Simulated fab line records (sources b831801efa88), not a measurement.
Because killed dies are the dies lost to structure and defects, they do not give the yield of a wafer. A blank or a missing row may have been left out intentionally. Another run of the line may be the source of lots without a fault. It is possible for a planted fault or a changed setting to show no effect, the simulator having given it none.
fab line records	flow sky130
[record] lots = 12	wafers = 36	last_day = 50
route steps=708 shown NWELL@79 VT_ADJUST_HVTP@89 PAD_OPEN@708
lots with no fault: from the same line, run without faults
start_h: hours from the record's opening day to when the first of the lot's shown wafers began	wait_h: how many hours have passed since the lot's step before this one	" identical to the entry in the row above	L1.1+2: one row covering several wafers at once	- no value, or no start given	* or withheld: withheld	< > ~ a bound
route shown NAME@n: a module of which the file shows steps, and the number in the route of the first	usual: mean and standard deviation over wafers with no fault	same: alike in all rows	chamber/n: place in a boat	sites: each site's reading	_std_site: how widely they spread, as a standard deviation	_edge_site: outer sites' mean less inner sites'	radius_mm: how far each site lies from the wafer's centre	mask NAME#n: copy n	behind: tool/chamber where the wafer was last shaped	hold: why the lot was held/for how many hours/how that ended	device: which transistor (n, p or np) failed to switch	end of line: tests of these same wafers at the route's end	a step without rows: its recipe alone	killed: at the first sort, the dies lost to defects and structure; wafer yield is something else	map: shows each die of a wafer: x if killed, . if not, _ if none is there
set.NAME: the setting that was run; set.NAME@STEP: the one run at that earlier step	model.NAME: the simulator's own value behind a step, which no gauge read
the route's steps for a sample of lots (tables are steps, rows are wafers)
services: the hour from which a tool's chamber was out of use, counted from the record's first day as start_h (under 0 if before that day), plus the number of hours and why
[[steps]]
[step SKY_NWELL_TW_MEAS_26]
[usual] NWELL_2_TW = 501.8/2.5
lot.wafer	tool	chamber	start_h	wait_h	NWELL_2_TW
L874.1	film_metro-04	-	122.31	0.1	499.2
L874.4	"	-	"	"	497.3
L874.5	"	-	"	"	498.2
L873.3	film_metro-02	-	122.64	0.1	502.6
L873.4	"	-	"	"	506.1
L873.6	"	-	"	"	503.4
L875.2	film_metro-03	-	127.22	0.1	499.3
L875.5	"	-	"	"	497.3
L875.6	"	-	"	"	502.3
L876.1	film_metro-04	-	136.32	0.1	497.5
L876.2	"	-	"	"	498.7
L876.6	"	-	"	"	498.7
L877.3	film_metro-04	-	143.98	0.1	500.9
L877.4	"	-	"	"	500.6
L877.6	"	-	"	"	503.0
L878.1	film_metro-02	-	146.96	0.1	503.3
L878.3	"	-	"	"	505.5
L878.5	"	-	"	"	505.1
L879.1	film_metro-02	-	152.52	0.1	502.0
L879.3	"	-	"	"	498.2
L879.5	"	-	"	"	499.9
L880.1	film_metro-03	-	159.87	0.1	502.0
L880.3	"	-	"	"	499.9
L880.5	"	-	"	"	502.8
L884.3	film_metro-03	-	181.33	0.1	500.5
L884.4	"	-	"	"	499.7
L884.6	"	-	"	"	497.8
L889.1	film_metro-03	-	212.96	0.1	502.5
L889.4	"	-	"	"	503.3
L889.5	"	-	"	"	502.3
L892.1	film_metro-04	-	250.71	0.1	505.7
L892.4	"	-	"	"	507.1
L892.6	"	-	"	"	504.7
L893.2	film_metro-03	-	252.02	0.1	499.9
L893.5	"	-	"	"	499.2
L893.6	"	-	"	"	503.4
[step SKY_VT_ADJUST_HVTP_EXPOSE_04]
[recipe] mask_id = HVTPM	na = 0.6	source_shape = conventional	sigma_outer = 0.6	polarization = unpolarized	target_cd_nm = 380	dose_mj = 140
[usual] stage_vel_mm_s = 499.98/0.26
[same] sigma_outer = 0.6
lot.wafer	tool	chamber	start_h	wait_h	mask	stage_vel_mm_s
L874.1	iline_stepper-01	0	131.17	-	HVTPM#0	499.65
L874.4	"	0	"	"	HVTPM#0	499.87
L874.5	"	0	"	"	HVTPM#0	499.82
L873.3	iline_stepper-01	0	131.89	-	HVTPM#0	499.83
L873.4	"	0	"	"	HVTPM#0	500.21
L873.6	"	0	"	"	HVTPM#0	499.99
L875.2	iline_stepper-02	0	136.78	-	HVTPM#0	500.35
L875.5	"	0	"	"	HVTPM#0	499.95
L875.6	"	0	"	"	HVTPM#0	500.47
L876.1	iline_stepper-02	0	146.73	-	HVTPM#0	499.53
L876.2	"	0	"	"	HVTPM#0	500.04
L876.6	"	0	"	"	HVTPM#0	499.64
L877.3	iline_stepper-02	0	153.47	-	HVTPM#0	499.91
L877.4	"	0	"	"	HVTPM#0	500.09
L877.6	"	0	"	"	HVTPM#0	499.85
L878.1	iline_stepper-02	0	156.38	-	HVTPM#0	500.21
L878.3	"	0	"	"	HVTPM#0	500.19
L878.5	"	0	"	"	HVTPM#0	499.98
L879.1	iline_stepper-02	0	162.94	-	HVTPM#0	499.68
L879.3	"	0	"	"	HVTPM#0	499.78
L879.5	"	0	"	"	HVTPM#0	499.73
L880.1	iline_stepper-02	0	169.83	-	HVTPM#0	500.48
L880.3	"	0	"	"	HVTPM#0	500.30
L880.5	"	0	"	"	HVTPM#0	500.16
L884.3	iline_stepper-02	0	191.75	-	HVTPM#0	499.62
L884.4	"	0	"	"	HVTPM#0	499.68
L884.6	"	0	"	"	HVTPM#0	500.06
L889.1	iline_stepper-01	0	224.86	-	HVTPM#0	500.09
L889.4	"	0	"	"	HVTPM#0	500.00
L889.5	"	0	"	"	HVTPM#0	500.13
L892.1	iline_stepper-01	0	262.11	-	HVTPM#0	500.13
L892.4	"	0	"	"	HVTPM#0	499.66
L892.6	"	0	"	"	HVTPM#0	499.78
L893.2	iline_stepper-01	0	262.95	-	HVTPM#0	499.98
L893.5	"	0	"	"	HVTPM#0	500.20
L893.6	"	0	"	"	HVTPM#0	500.14
[step SKY_VT_ADJUST_HVTP_CD_MEAS_07]
[recipe] target_cd_nm = 380
[usual] cd_nm = 378.9/2.4
lot.wafer	tool	chamber	start_h	wait_h	cd_nm
L874.1	cd_sem-02	-	140.89	0.1	374.7
L874.4	"	-	"	"	374.8
L874.5	"	-	"	"	377.8
L873.3	cd_sem-01	-	141.58	0.1	378.1
L873.4	"	-	"	"	376.5
L873.6	"	-	"	"	377.5
L875.2	cd_sem-02	-	146.35	0.1	377.7
L875.5	"	-	"	"	378.0
L875.6	"	-	"	"	380.3
L876.1	cd_sem-01	-	155.13	0.1	377.5
L876.2	"	-	"	"	376.5
L876.6	"	-	"	"	378.9
L877.3	cd_sem-01	-	162.72	0.1	376.6
L877.4	"	-	"	"	376.6
L877.6	"	-	"	"	378.9
L878.1	cd_sem-01	-	165.98	0.1	377.9
L878.3	"	-	"	"	380.5
L878.5	"	-	"	"	382.6
L879.1	cd_sem-02	-	171.93	0.1	378.0
L879.3	"	-	"	"	377.9
L879.5	"	-	"	"	379.1
L880.1	cd_sem-01	-	178.78	0.1	378.0
L880.3	"	-	"	"	380.0
L880.5	"	-	"	"	382.0
L884.3	cd_sem-01	-	202.23	0.1	380.4
L884.4	"	-	"	"	380.2
L884.6	"	-	"	"	383.5
L889.1	cd_sem-01	-	235.04	0.1	380.3
L889.4	"	-	"	"	379.6
L889.5	"	-	"	"	377.7
L892.1	cd_sem-02	-	273.68	0.1	379.2
L892.4	"	-	"	"	377.5
L892.6	"	-	"	"	379.6
L893.2	cd_sem-01	-	274.00	0.1	380.2
L893.5	"	-	"	"	382.9
L893.6	"	-	"	"	381.0
[step SKY_VT_ADJUST_HVTP_OVL_MEAS_08]
[usual] VT_ADJUST_HVTP_OVL = 0.4/1.2
lot.wafer	tool	chamber	start_h	wait_h	VT_ADJUST_HVTP_OVL[nm]
L874.1	overlay-02	-	141.01	0.1	2.0
L874.4	"	-	"	"	1.5
L874.5	"	-	"	"	0.6
L873.3	overlay-01	-	141.67	0.1	0.5
L873.4	"	-	"	"	0.2
L873.6	"	-	"	"	-0.8
L875.2	overlay-02	-	146.45	0.1	0.3
L875.5	"	-	"	"	0.5
L875.6	"	-	"	"	2.4
L876.1	overlay-01	-	155.25	0.1	2.7
L876.2	"	-	"	"	0.8
L876.6	"	-	"	"	1.5
L877.3	overlay-01	-	162.81	0.1	-1.4
L877.4	"	-	"	"	-1.2
L877.6	"	-	"	"	-0.1
L878.1	overlay-02	-	166.10	0.1	164.0
L878.3	"	-	"	"	162.7
L878.5	"	-	"	"	162.1
L879.1	overlay-01	-	172.05	0.1	163.4
L879.3	"	-	"	"	163.5
L879.5	"	-	"	"	165.2
L880.1	overlay-01	-	178.90	0.1	161.7
L880.3	"	-	"	"	163.1
L880.5	"	-	"	"	162.3
L884.3	overlay-02	-	202.32	0.1	164.2
L884.4	"	-	"	"	163.1
L884.6	"	-	"	"	163.5
L889.1	overlay-01	-	235.17	0.1	-0.3
L889.4	"	-	"	"	0.2
L889.5	"	-	"	"	-0.2
L892.1	overlay-01	-	273.80	0.1	2.9
L892.4	"	-	"	"	0.7
L892.6	"	-	"	"	2.7
L893.2	overlay-01	-	274.10	0.1	0.5
L893.5	"	-	"	"	-1.2
L893.6	"	-	"	"	0.4
[step SKY_VT_ADJUST_HVTP_STRIP_10]
[recipe] chemistry = O2/N2	power_w = 1400	pressure_mtorr = 1500	platen_temp_c = withheld	o2_flow_sccm = 3000	n2_flow_sccm = 300	overash_fraction = 0.5
[usual] chamber_pressure_mTorr = 1500.0/1.3	drypump_motor_current_A = 5.7/0.43	n2_flow_sccm = 300.2/0.88	oes_product_au = 0.715/0.0047	strip_time_to_endpoint_s = 14.17/0.04
lot.wafer	tool	chamber	start_h	wait_h	chamber_pressure_mTorr	drypump_motor_current_A	n2_flow_sccm	oes_product_au	rf_hours_counter_h	strip_time_to_endpoint_s
L874.1	plasma_asher-02	1	141.27	0.1	1499.6	6.1	300.6	0.720	2	14.18
L874.4	"	1	"	"	1501.8	6.1	299.5	0.719	-	14.16
L874.5	"	0	"	"	1503.4	5.3	299.4	0.721	-	14.17
L873.3	plasma_asher-02	1	141.88	0.1	1501.3	6.1	300.2	0.717	-	14.18
L873.4	"	0	"	"	1501.4	5.3	301.2	0.713	-	14.18
L873.6	"	0	"	"	1500.1	5.2	299.8	0.717	-	14.19
L875.2	plasma_asher-02	1	146.63	0.1	1499.3	6.1	300.4	0.707	3	14.22
L875.5	"	0	"	"	1497.6	5.3	300.4	0.705	-	14.24
L875.6	"	1	"	"	1499.2	6.1	300.4	0.712	-	14.22
L876.1	plasma_asher-02	0	155.43	0.1	1499.7	5.3	301.7	0.713	4	14.12
L876.2	"	1	"	"	1500.7	6.1	299.5	0.720	4	14.16
L876.6	"	0	"	"	1500.6	5.3	299.9	0.708	-	14.15
L877.3	plasma_asher-04	0	163.02	0.1	1502.2	5.7	301.5	0.709	-	14.17
L877.4	"	1	"	"	1500.5	5.7	299.6	0.721	-	14.17
L877.6	"	1	"	"	1501.0	5.7	299.1	0.717	-	14.17
L878.1	plasma_asher-03	0	166.28	0.1	1499.7	6.2	300.4	0.711	36	14.19
L878.3	"	1	"	"	1500.7	5.2	299.8	0.724	-	14.15
L878.5	"	0	"	"	1498.6	6.2	300.3	0.716	-	14.14
L879.1	plasma_asher-03	0	172.24	0.1	1499.4	6.2	298.2	0.712	37	14.22
L879.3	"	1	"	"	1500.2	5.2	298.2	0.718	-	14.22
L879.5	"	0	"	"	1498.9	6.2	299.8	0.711	-	14.19
L880.1	plasma_asher-03	0	179.08	0.1	1498.8	6.2	302.0	0.715	38	14.17
L880.3	"	1	"	"	1500.9	5.2	299.1	0.711	-	14.19
L880.5	"	0	"	"	1501.7	6.2	300.7	0.711	-	14.13
L884.3	plasma_asher-02	1	202.53	0.1	1499.7	6.1	300.3	0.712	-	14.18
L884.4	"	0	"	"	1499.3	5.3	300.6	0.723	-	14.16
L884.6	"	0	"	"	1500.2	5.3	299.9	0.719	-	14.17
L889.1	plasma_asher-03	1	235.36	0.1	1500.6	5.2	300.6	0.719	43	14.23
L889.4	"	0	"	"	1499.3	6.2	299.5	0.718	-	14.28
L889.5	"	1	"	"	1498.8	5.2	300.6	0.713	-	14.28
L892.1	plasma_asher-03	0	273.98	0.1	1496.7	6.2	299.4	0.724	47	14.12
L892.4	"	0	"	"	1501.2	6.2	300.3	0.717	-	14.16
L892.6	"	1	"	"	1502.3	5.2	299.5	0.709	-	14.16
L893.2	plasma_asher-02	1	274.28	0.1	1499.1	6.1	300.4	0.710	15	14.18
L893.5	"	0	"	"	1500.4	5.2	301.3	0.715	-	14.13
L893.6	"	1	"	"	1498.3	6.1	300.1	0.716	-	14.10
[step SKY_PAD_OPEN_PROBE_99]
[usual] killed_at_M0_to_M3 = 44/7.2	killed_at_M4_up = 3.1/1.7	killed_at_contacts = 25/5.1	killed_at_front_end = 14/4.6	killed_at_other = 0.3/0.59	killed_dies = 86/9.6	killed_open = 47/7.4	killed_short = 39/6
[same] gross_dies = 492	killed_at_back_side = 0
lot.wafer	tool	chamber	start_h	wait_h	killed_at_M0_to_M3	killed_at_M4_up	killed_at_contacts	killed_at_front_end	killed_at_other	killed_dies	killed_open	killed_short
L873.3	prober-02	-	1086.97	0.2	45	3	25	20	1	94	50	44
L873.4	prober-02	-	1087.02	0.2	45	3	30	11	0	89	51	38
L873.6	prober-02	-	1087.12	0.2	37	5	26	12	0	80	54	26
L874.1	prober-01	-	1087.21	0.1	39	5	18	15	1	78	42	36
L874.4	prober-01	-	1087.36	0.2	37	4	28	13	1	83	47	36
L874.5	prober-01	-	1087.41	0.2	49	1	18	19	0	87	53	34
L875.2	prober-01	-	1089.65	0.1	33	5	20	11	1	70	40	30
L875.5	prober-01	-	1089.80	0.2	32	3	28	5	2	70	38	32
L875.6	prober-01	-	1089.85	0.2	41	5	21	9	0	76	42	34
L876.1	prober-01	-	1105.63	0.1	44	6	27	18	1	96	50	46
L876.2	prober-01	-	1105.68	0.1	45	3	36	16	1	101	56	45
L876.6	prober-01	-	1105.88	0.2	42	2	28	7	1	80	37	43
L877.3	prober-02	-	1109.80	0.2	42	3	20	7	0	72	37	35
L877.4	prober-02	-	1109.85	0.2	39	3	20	10	0	72	46	26
L877.6	prober-02	-	1109.95	0.2	49	3	23	10	0	85	54	31
L878.1	prober-01	-	1112.60	0.1	45	3	25	10	0	83	50	33
L878.3	prober-01	-	1112.70	0.2	59	5	24	9	3	100	48	52
L878.5	prober-01	-	1112.80	0.2	24	6	23	18	0	71	34	37
L879.1	prober-02	-	1117.95	0.1	45	2	18	6	0	71	41	30
L879.3	prober-02	-	1118.05	0.2	48	3	19	15	0	85	48	37
L879.5	prober-02	-	1118.15	0.2	50	2	34	17	1	104	59	45
L880.1	prober-01	-	1120.60	0.1	46	3	28	25	1	103	60	43
L880.3	prober-01	-	1120.70	0.2	36	6	32	17	0	91	47	44
L880.5	prober-01	-	1120.80	0.2	36	2	43	13	1	95	48	47
L884.3	prober-01	-	1140.27	0.2	37	3	15	19	0	74	33	41
L884.4	prober-01	-	1140.32	0.2	44	1	31	10	0	86	45	41
L884.6	prober-01	-	1140.42	0.2	50	3	23	16	1	93	54	39
L889.1	prober-02	-	1167.71	0.1	46	0	22	23	0	91	51	40
L889.4	prober-02	-	1167.86	0.2	50	2	24	7	1	84	53	31
L889.5	prober-02	-	1167.91	0.2	44	3	14	16	1	78	43	35
L892.1	prober-01	-	1194.15	0.1	47	4	30	17	1	99	49	50
L892.4	prober-01	-	1194.30	0.2	37	4	26	21	0	88	37	51
L892.6	prober-01	-	1194.40	0.2	56	2	18	20	0	96	59	37
L893.2	prober-01	-	1196.01	0.1	38	3	21	12	0	74	42	32
L893.5	prober-01	-	1196.16	0.2	44	2	24	7	0	77	45	32
L893.6	prober-01	-	1196.21	0.2	38	5	22	14	0	79	44	35
// killed by level:class
L873.3 VIA1:geometric_particle:open=12 FIELD_ISO:geometric_particle:short=9 CONTACT:geometric_particle:open=9 VIA3:geometric_particle:open=8 LI_CONTACT:geometric_particle:open=7 VIA2:geometric_particle:open=7 VIA3:geometric_particle:short=6 POLY_GATE:geometric_particle:short=4
L873.4 CONTACT:geometric_particle:open=13 VIA1:geometric_particle:open=10 VIA2:geometric_particle:open=10 CONTACT:geometric_particle:short=6 LI_CONTACT:geometric_particle:open=6 METAL1:geometric_particle:short=5 VIA1:geometric_particle:short=5 METAL2:geometric_particle:short=4
L873.6 VIA1:geometric_particle:open=13 CONTACT:geometric_particle:open=12 VIA2:geometric_particle:open=7 FIELD_ISO:geometric_particle:open=6 LI_CONTACT:geometric_particle:open=6 CONTACT:geometric_particle:short=4 METAL4:geometric_particle:short=4 VIA3:geometric_particle:open=4
L874.1 CONTACT:geometric_particle:open=10 METAL1:geometric_particle:short=6 VIA1:geometric_particle:open=6 VIA3:geometric_particle:open=5 FIELD_ISO:geometric_particle:short=4 POLY_GATE:geometric_particle:short=4 LI_CONTACT:geometric_particle:open=4 METAL3:geometric_particle:short=4
L874.4 CONTACT:geometric_particle:open=10 LI_CONTACT:geometric_particle:open=9 VIA3:geometric_particle:open=9 CONTACT:geometric_particle:short=7 VIA1:geometric_particle:short=6 VIA1:geometric_particle:open=6 FIELD_ISO:geometric_particle:open=4 VIA2:geometric_particle:short=4
L874.5 VIA1:geometric_particle:open=14 LI_CONTACT:geometric_particle:open=10 VIA2:geometric_particle:open=8 FIELD_ISO:geometric_particle:short=6 POLY_GATE:geometric_particle:open=6 METAL1:geometric_particle:short=6 VIA1:geometric_particle:short=5 VIA3:geometric_particle:open=5
L875.2 CONTACT:geometric_particle:open=9 VIA2:geometric_particle:open=8 FIELD_ISO:geometric_particle:open=5 VIA1:geometric_particle:short=5 VIA3:geometric_particle:open=5 METAL4:geometric_particle:short=5 FIELD_ISO:geometric_particle:short=4 LOCAL_INTERCONNECT:geometric_particle:short=4
L875.5 CONTACT:geometric_particle:open=14 VIA1:geometric_particle:open=10 VIA2:geometric_particle:open=6 CONTACT:geometric_particle:short=5 FIELD_ISO:geometric_particle:short=3 LI_CONTACT:geometric_particle:short=3 METAL2:geometric_particle:short=3 VIA2:geometric_particle:short=3
L875.6 VIA3:geometric_particle:open=9 METAL2:geometric_particle:short=8 VIA2:geometric_particle:open=7 LI_CONTACT:geometric_particle:open=5 CONTACT:geometric_particle:open=5 CONTACT:geometric_particle:short=4 VIA1:geometric_particle:open=4 METAL4:geometric_particle:short=4
L876.1 LI_CONTACT:geometric_particle:open=10 CONTACT:geometric_particle:open=9 VIA1:geometric_particle:open=9 VIA1:geometric_particle:short=7 METAL1:geometric_particle:short=6 METAL2:geometric_particle:short=6 FIELD_ISO:geometric_particle:open=5 POLY_GATE:geometric_particle:short=5
L876.2 VIA1:geometric_particle:open=15 CONTACT:geometric_particle:open=12 LOCAL_INTERCONNECT:geometric_particle:short=8 LI_CONTACT:geometric_particle:open=7 VIA2:geometric_particle:open=7 FIELD_ISO:geometric_particle:short=6 VIA3:geometric_particle:open=5 METAL2:geometric_particle:short=5
L876.6 VIA1:geometric_particle:open=12 LI_CONTACT:geometric_particle:open=8 METAL2:geometric_particle:short=8 VIA1:geometric_particle:short=6 CONTACT:geometric_particle:short=6 LI_CONTACT:geometric_particle:short=4 LOCAL_INTERCONNECT:geometric_particle:short=4 CONTACT:geometric_particle:open=4
L877.3 VIA1:geometric_particle:open=9 METAL1:geometric_particle:short=8 CONTACT:geometric_particle:open=6 VIA3:geometric_particle:open=6 CONTACT:geometric_particle:short=6 VIA1:geometric_particle:short=6 LOCAL_INTERCONNECT:geometric_particle:short=5 VIA2:geometric_particle:open=4
L877.4 VIA1:geometric_particle:open=12 CONTACT:geometric_particle:open=9 LI_CONTACT:geometric_particle:open=6 VIA2:geometric_particle:open=6 VIA2:geometric_particle:short=5 METAL1:geometric_particle:short=4 METAL2:geometric_particle:short=4 FIELD_ISO:geometric_particle:open=3
L877.6 VIA2:geometric_particle:open=11 VIA1:geometric_particle:open=10 LI_CONTACT:geometric_particle:open=7 CONTACT:geometric_particle:open=7 VIA1:geometric_particle:short=6 METAL2:geometric_particle:short=5 VIA3:geometric_particle:open=5 FIELD_ISO:geometric_particle:open=4
L878.1 VIA1:geometric_particle:open=9 CONTACT:geometric_particle:open=9 VIA1:geometric_particle:short=8 METAL2:geometric_particle:short=7 FIELD_ISO:geometric_particle:open=6 LI_CONTACT:geometric_particle:open=6 VIA3:geometric_particle:open=6 VIA2:geometric_particle:open=4
L878.3 VIA1:geometric_particle:open=15 METAL2:geometric_particle:short=12 CONTACT:geometric_particle:open=8 METAL1:geometric_particle:short=7 LI_CONTACT:geometric_particle:open=5 LOCAL_INTERCONNECT:geometric_particle:short=5 VIA1:geometric_particle:short=5 METAL2:geometric_particle:open=4
L878.5 VIA1:geometric_particle:open=9 LI_CONTACT:geometric_particle:open=7 FIELD_ISO:geometric_particle:short=6 CONTACT:geometric_particle:open=6 CONTACT:geometric_particle:short=5 FIELD_ISO:geometric_particle:open=4 POLY_GATE:geometric_particle:short=4 METAL4:geometric_particle:short=4
L879.1 VIA2:geometric_particle:open=10 VIA1:geometric_particle:open=9 LI_CONTACT:geometric_particle:open=8 VIA1:geometric_particle:short=7 METAL2:geometric_particle:short=7 VIA3:geometric_particle:open=6 CONTACT:geometric_particle:open=4 LOCAL_INTERCONNECT:geometric_particle:short=3
L879.3 VIA1:geometric_particle:open=10 VIA1:geometric_particle:short=7 CONTACT:geometric_particle:open=6 VIA2:geometric_particle:open=6 FIELD_ISO:geometric_particle:short=5 FIELD_ISO:geometric_particle:open=5 LI_CONTACT:geometric_particle:open=5 VIA3:geometric_particle:open=5
L879.5 CONTACT:geometric_particle:open=12 LI_CONTACT:geometric_particle:open=8 CONTACT:geometric_particle:short=8 VIA1:geometric_particle:open=8 VIA2:geometric_particle:open=8 VIA3:geometric_particle:open=8 METAL2:geometric_particle:short=7 FIELD_ISO:geometric_particle:open=6
L880.1 CONTACT:geometric_particle:open=11 VIA1:geometric_particle:open=11 VIA2:geometric_particle:open=10 LOCAL_INTERCONNECT:geometric_particle:short=9 SPACER:geometric_particle:short=5 METAL1:geometric_particle:short=5 FIELD_ISO:geometric_particle:open=4 SPACER:geometric_particle:open=4
L880.3 CONTACT:geometric_particle:open=12 LI_CONTACT:geometric_particle:open=9 METAL1:geometric_particle:short=8 METAL1:geometric_particle:open=6 VIA2:geometric_particle:open=6 FIELD_ISO:geometric_particle:short=5 CONTACT:geometric_particle:short=5 VIA1:geometric_particle:open=5
L880.5 CONTACT:geometric_particle:open=13 LI_CONTACT:geometric_particle:open=10 CONTACT:geometric_particle:short=10 LOCAL_INTERCONNECT:geometric_particle:short=8 VIA1:geometric_particle:open=8 FIELD_ISO:geometric_particle:short=6 METAL3:geometric_particle:short=6 METAL1:geometric_particle:short=4
L884.3 VIA1:geometric_particle:open=9 LI_CONTACT:geometric_particle:open=8 FIELD_ISO:geometric_particle:short=7 METAL2:geometric_particle:short=6 METAL1:geometric_particle:short=5 VIA1:geometric_particle:short=5 FIELD_ISO:geometric_particle:open=3 POLY_GATE:geometric_particle:short=3
L884.4 CONTACT:geometric_particle:open=13 VIA1:geometric_particle:open=9 CONTACT:geometric_particle:short=7 METAL1:geometric_particle:short=7 LI_CONTACT:geometric_particle:open=6 VIA2:geometric_particle:open=5 VIA3:geometric_particle:open=5 VIA3:geometric_particle:short=5
L884.6 CONTACT:geometric_particle:open=10 VIA3:geometric_particle:open=10 VIA1:geometric_particle:open=9 VIA2:geometric_particle:open=8 VIA2:geometric_particle:short=6 FIELD_ISO:geometric_particle:short=5 METAL1:geometric_particle:short=5 LI_CONTACT:geometric_particle:short=4
L889.1 VIA1:geometric_particle:open=13 CONTACT:geometric_particle:open=10 FIELD_ISO:geometric_particle:short=9 VIA2:geometric_particle:open=7 FIELD_ISO:geometric_particle:open=5 CONTACT:geometric_particle:short=5 VIA3:geometric_particle:open=5 VIA1:geometric_particle:short=4
L889.4 CONTACT:geometric_particle:open=12 VIA2:geometric_particle:open=11 VIA1:geometric_particle:open=8 CONTACT:geometric_particle:short=7 VIA3:geometric_particle:open=6 METAL1:geometric_particle:short=5 LI_CONTACT:geometric_particle:open=4 VIA1:geometric_particle:short=4
L889.5 VIA1:geometric_particle:open=10 METAL2:geometric_particle:short=8 VIA1:geometric_particle:short=7 VIA2:geometric_particle:open=7 FIELD_ISO:geometric_particle:open=5 CONTACT:geometric_particle:short=5 FIELD_ISO:geometric_particle:short=4 POLY_GATE:geometric_particle:open=4
L892.1 VIA1:geometric_particle:open=15 VIA3:geometric_particle:open=8 LOCAL_INTERCONNECT:geometric_particle:short=8 CONTACT:geometric_particle:short=7 POLY_GATE:geometric_particle:open=6 METAL2:geometric_particle:short=6 LI_CONTACT:geometric_particle:short=5 LI_CONTACT:geometric_particle:open=5
L892.4 CONTACT:geometric_particle:open=12 FIELD_ISO:geometric_particle:short=6 CONTACT:geometric_particle:short=6 METAL2:geometric_particle:short=6 METAL1:geometric_particle:short=6 VIA3:geometric_particle:open=6 FIELD_ISO:geometric_particle:open=5 POLY_GATE:geometric_particle:short=5
L892.6 VIA3:geometric_particle:open=11 VIA1:geometric_particle:open=10 CONTACT:geometric_particle:open=8 METAL1:geometric_particle:short=8 VIA2:geometric_particle:open=8 FIELD_ISO:geometric_particle:open=5 LI_CONTACT:geometric_particle:open=5 VIA3:geometric_particle:short=5
L893.2 VIA2:geometric_particle:open=9 VIA1:geometric_particle:open=7 LI_CONTACT:geometric_particle:open=6 CONTACT:geometric_particle:open=6 METAL1:geometric_particle:short=5 VIA3:geometric_particle:open=5 LI_CONTACT:geometric_particle:short=4 CONTACT:geometric_particle:short=4
L893.5 VIA1:geometric_particle:open=11 LI_CONTACT:geometric_particle:open=9 CONTACT:geometric_particle:open=8 VIA2:geometric_particle:open=8 METAL1:geometric_particle:short=5 VIA1:geometric_particle:short=5 LI_CONTACT:geometric_particle:short=4 VIA3:geometric_particle:open=4
L893.6 VIA1:geometric_particle:open=12 CONTACT:geometric_particle:open=9 VIA2:geometric_particle:open=8 POLY_GATE:geometric_particle:short=6 VIA1:geometric_particle:short=5 POLY_GATE:geometric_particle:open=4 LI_CONTACT:geometric_particle:short=4 LI_CONTACT:geometric_particle:open=4
[[services]]
tool	chamber	start_h	hours	kind
plasma_asher-02	-	108.75	9.0	pm
plasma_asher-02	0	108.75	9.0	vent_cycle
plasma_asher-02	1	108.75	9.0	vent_cycle
plasma_asher-02	0	117.75	-	clean
plasma_asher-02	1	117.75	-	clean
iline_stepper-02	-	120.34	13.6	repair
iline_stepper-02	-	137.35	1.9	repair
iline_stepper-02	-	170.02	5.1	repair
iline_stepper-01	-	249.81	1.7	pm
[[key]]
[first_sign] step = SKY_VT_ADJUST_HVTP_OVL_MEAS_08	reading = VT_ADJUST_HVTP_OVL	direction = up	sigmas = 99+	usual = 0.4	struck = 163.2
effect none on later readings
met_at SKY_VT_ADJUST_HVTP_EXPOSE_04
struck_lots L878,L879,L880,L884
tester_left_out L878,L879,L880,L884
not_acting_at SKY_NWELL_TW_MEAS_26,SKY_VT_ADJUST_HVTP_CD_MEAS_07,SKY_VT_ADJUST_HVTP_STRIP_10
onset_between 153.47 156.38
[fault] kind = scanner_matching_overlay	tool = iline_stepper-02	chamber = -	onset_h = 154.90	steps = SKY_VT_ADJUST_HVTP_EXPOSE_04	offset = 163.41
// tester_left_out: of these lots the tester's yield and bins aren't shown, on N5 and GAA mostly nor the transistor test; their killed dies are dies lost to structure and defects alone, not to doping, threshold or leakage, so they don't give the yield
